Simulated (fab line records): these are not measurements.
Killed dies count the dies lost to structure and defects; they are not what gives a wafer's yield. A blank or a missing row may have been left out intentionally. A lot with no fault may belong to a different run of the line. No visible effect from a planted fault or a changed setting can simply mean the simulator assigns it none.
A lot that was struck, set against a sound lot	flow sky130	15 steps out of a route of 708
Sound: wafers L679.1, L679.2, L679.5. Wafers L682.4, L682.5, L682.6 were the ones struck. The cause comes at the end.
Each step with rows lists, per side, the tool, then ch with its chambers, then its first start. Under that, the readings that differ: sound wafers	struck wafers	difference of the means	sigmas: that difference in standard deviations of wafers without a fault.
alike: same words and numbers on both sides, and readings whose means sit less than 2 such deviations apart. not compared: any withheld reading, any reading some wafer has no value for, any bound like >300 that may hide the same value, and any number with overlapping values for which the record gives no deviation.
Wherever a step has rows on one side only, a row that says differs or no value, or a row with sigmas, the two part there. Numbers that don't overlap but have no deviation are shown without sigmas and don't part them. Lack of a reading on every wafer of one side parts them only where that side has two or more wafers.

first, 7 steps without rows for these wafers: SKY_LDD_N_DEHYDRATE_00 (time 60 s); SKY_LDD_N_HMDS_01 (prime time 60 s); SKY_LDD_N_COAT_02 (resist thk 300 nm); SKY_LDD_N_SOFTBAKE_03 (time 60 s); SKY_LDD_N_EXPOSE_04 (exposes mask NTM, target cd 840 nm); SKY_LDD_N_PEB_05; SKY_LDD_N_DEVELOP_06 (develop time 60 s).
SKY_LDD_N_OVL_MEAS_07:
  sound on overlay-01, day 22 16:50; struck on overlay-01, day 23 19:07
  alike: LDD_N_OVL
then, 4 steps without rows for these wafers: SKY_LDD_N_IMPLANT_08; SKY_LDD_N_IMPLANT_09; SKY_LDD_N_IMPLANT_10; SKY_LDD_N_IMPLANT_11.
SKY_LDD_N_IMPLANT_12:
  sound on implanter-01 ch 0, day 22 17:28; struck on implanter-01 ch 0, day 23 19:48
reading	sound	struck	difference	sigmas
beam-energy-keV	50.019 50.001 49.998	37.570 37.581 37.586	-12.427	-99 or more
model.implant.rp-nm (nm)	31.85 31.85 31.85	25.4 25.4 25.4	-6.5	
model.implant.drp-nm (nm)	18.83 18.83 18.83	15.38 15.38 15.38	-3.45	
then, 1 step without rows for these wafers: SKY_LDD_N_IMPLANT_13.
-- here the record skips 26 days between the struck wafers' starts before and after, leaving off in module LDD_N and picking up in module PAD_OPEN (first step shown: number 708 of the route) --
SKY_PAD_OPEN_PROBE_99:
  sound on prober-02, day 48 23:58; struck on prober-01, day 49 16:52
reading	sound	struck	difference	sigmas
model.etest.nfet_01v8.vt-sat-v (V)	0.64 0.6383 0.6401	0.6531 0.6486 0.6469	+0.0101	
  alike: killed_at_M0_to_M3, killed_at_M4_up, killed-at-contacts, killed-at-front-end, killed-at-other, killed-dies, killed-open, killed-short
  not compared: model.etest.nfet_01v8_lvt.vt-sat-v

== WHERE THEY PART ==
At SKY_LDD_N_IMPLANT_12 and nowhere else, as far as this record goes. Later steps at which nothing parts them and some readings are alike: SKY_PAD_OPEN_PROBE_99.

WHY: what had been put in by the simulator
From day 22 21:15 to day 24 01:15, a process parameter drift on implanter-01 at SKY_LDD_N_IMPLANT_12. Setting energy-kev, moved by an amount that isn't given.
